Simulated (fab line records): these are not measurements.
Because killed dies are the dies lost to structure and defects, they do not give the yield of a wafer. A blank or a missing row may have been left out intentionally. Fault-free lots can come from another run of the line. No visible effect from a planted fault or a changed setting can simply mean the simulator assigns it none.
2 desks, one fault + flow sky130 + only its own numbers are on each desk; what lay behind them is given at the end

== THE TOOL OWNER'S DESK: cvdW-01 ==
The tool's own readings at SKY_VIA1_CVD_21 (deposits W, target thk 270 nm, time 80.902 s): means of the sampled wafers that have a number, for each lot that ran on this tool. Any lot whose mean is over 4 standard deviations away from the usual mean is out of limits and marked OUT; that distance is given in the brackets.
Columns: A = heaterPowerW at SKY_VIA1_CVD_21, usual 829 W
| lot  | first seen here | A   |
|------|-----------------|-----|
| L549 | day 35 10:34    | 824 |
| L551 | day 35 16:28    | 855 |
| L560 | day 38 03:25    | 822 |
Result from this desk: across the 3 lots, nothing is out of limits.

== THE METROLOGY DESK ==
Means of the sampled wafers that have a number, per lot and without regard to the tool the lot ran on: this is what the gauges read. Any lot whose mean is over 4 standard deviations away from the usual mean is out of limits and marked OUT; that distance is given in the brackets.
Columns: A = VIA1_W_RS at SKY_VIA1_RS_MEAS_22, usual 0.427 ohm/sq; B = VIA1_W_THK at SKY_VIA1_THK_MEAS_23, usual 266 nm
| lot  | first seen here | A                | B             |
|------|-----------------|------------------|---------------|
| L549 | day 35 10:39    | 0.419            | 273           |
| L551 | day 35 16:38    | 0.422            | 271           |
| L552 | day 36 08:22    | 0.433            | 262           |
| L560 | day 38 03:30    | 0.380 (-7.2) OUT | 315 (+10) OUT |
| L562 | day 38 23:02    | 0.436            | 263           |
| L563 | day 38 23:41    | 0.433            | 261           |
| L564 | day 39 15:05    | 0.433            | 261           |
| L566 | day 40 03:21    | 0.431            | 265           |
| L568 | day 40 14:04    | 0.433            | 262           |
| L570 | day 40 23:31    | 0.437            | 261           |
Per this desk, out of limits: L560; the first was L560, day 38 03:30 (VIA1_W_RS at SKY_VIA1_RS_MEAS_22). In limits: L549, L551, L552, L562, L563, L564, L566, L568, L570.

== PUT TOGETHER ==
L560 would have let the metrology desk raise an alarm at day 38 03:30.
The desk of the tool owner found nothing out of limits.
On record at the tool owner's desk: L560, within its limits.
The lots listed all ran SKY_VIA1_CVD_21 on cvdW-01.

== WHAT THE SIMULATOR HAD INSERTED ==
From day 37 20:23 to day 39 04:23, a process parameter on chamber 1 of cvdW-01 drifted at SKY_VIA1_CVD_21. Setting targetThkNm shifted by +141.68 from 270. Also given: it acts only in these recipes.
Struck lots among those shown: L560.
Per desk, hours elapsed from the start of the fault to the first reading out of limits: for the metrology desk, 7.
